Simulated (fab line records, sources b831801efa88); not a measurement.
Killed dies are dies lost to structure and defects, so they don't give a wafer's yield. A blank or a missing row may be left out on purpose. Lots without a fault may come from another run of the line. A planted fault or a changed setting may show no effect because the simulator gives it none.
Problem report in the 8D (eight disciplines) form, filled by code | flow sky130 | the parts of the form that need people (team, actions taken, sign-off) are left out

1. THE PROBLEM
strip_time_to_endpoint_s at SKY_GATE_OXIDE_STRIP_13 reads a mean of 4.78 s on 6 wafers of 2 lots; wafers without a fault read 14.17 s with a standard deviation of 0.053. That is -99 or more standard deviations from the usual mean.
The step: strips in O2/N2.
First seen on wafer L329.2, day 15 21:37, on plasma_asher-02. The record holds 33 wafers of 11 lots with a number at this step. Rule for "out", or "out of limits": more than 4 standard deviations from the usual mean. The other wafers with a number count as sound.

2. WHAT IT IS AND WHAT IT IS NOT
question                    | is                                       | is not
which readings at this step | strip_time_to_endpoint_s, oes_product_au | drypump_motor_current_A
which lots                  | L329, L330                               | L324, L327, L332, L339, L341, L343, L344, L345, L346
which wafers of those lots  | all that have a number                   | -
read on which tools         | plasma_asher-02, plasma_asher-03         | plasma_asher-04
when                        | from day 15 21:37                        | up to then (6 sound wafers); but 21 sound wafers of L332, L339, L341, L343, L344, L345, L346 came after

3. SUSPECTS, AND WHAT RULES EACH OUT
Counting: a tool at a process step up to the reading stays a suspect if it ran every lot that is out and no sound lot after the first of them.
- plasma_asher-03 at SKY_VT_ADJUST_NCORE_STRIP_10 (strips in O2/N2): ruled out as a lasting fault. Sound lots L344 ran on it after its first lot that is out, L329 (day 10 11:06).
- litho_track-02 at SKY_GATE_OXIDE_COAT_05 (resist thk 1140 nm): ruled out as a lasting fault. Sound lots L341 ran on it after its first lot that is out, L329 (day 15 07:45).
Left after counting: nothing in the record.

4. THE CAUSE (what the simulator had put in)
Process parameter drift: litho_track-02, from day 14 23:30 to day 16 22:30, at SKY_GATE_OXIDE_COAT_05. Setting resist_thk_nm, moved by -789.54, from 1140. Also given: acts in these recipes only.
Counting ruled it out, wrongly: the rule takes a fault to strike every lot that its tool runs from its start on, and this one did not.

5. THE CHAIN OF EFFECTS, in route order
Each row: a reading whose mean over the struck wafers that have a number lies more than 3 standard deviations from the usual. Only readings for which the record gives a usual standard deviation are gone through. hours: the time from each lot's start at the first step in this table that gives one to its start at this step, as a median over the lots. sigmas: the change in usual standard deviations.
hours | step                    | reading                  | usual      | on struck wafers | change | sigmas
0     | SKY_GATE_OXIDE_STRIP_13 | oes_product_au           | 0.716 a.u. | 0.431            | -0.285 | -61
0     | SKY_GATE_OXIDE_STRIP_13 | strip_time_to_endpoint_s | 14.17 s    | 4.78             | -9.39  | -99 or more
753   | SKY_PAD_OPEN_PROBE_99   | killed_at_front_end      | 15         | 365              | +350   | +76
753   | SKY_PAD_OPEN_PROBE_99   | killed_dies              | 88         | 431              | +343   | +36
753   | SKY_PAD_OPEN_PROBE_99   | killed_on_rim            | 17         | 86               | +69    | +18
The process steps in it:
- SKY_GATE_OXIDE_STRIP_13: strips in O2/N2.
- SKY_PAD_OPEN_PROBE_99

6. WHAT WOULD HAVE CAUGHT IT SOONER
In this record the first reading out of limits was taken at day 15 21:37, 22 hours after the fault began at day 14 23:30.
Of the tool readings at SKY_GATE_OXIDE_COAT_05 for which the record gives a usual standard deviation, none was out on any struck wafer, so an alarm limit of 4 standard deviations on them would not have fired.
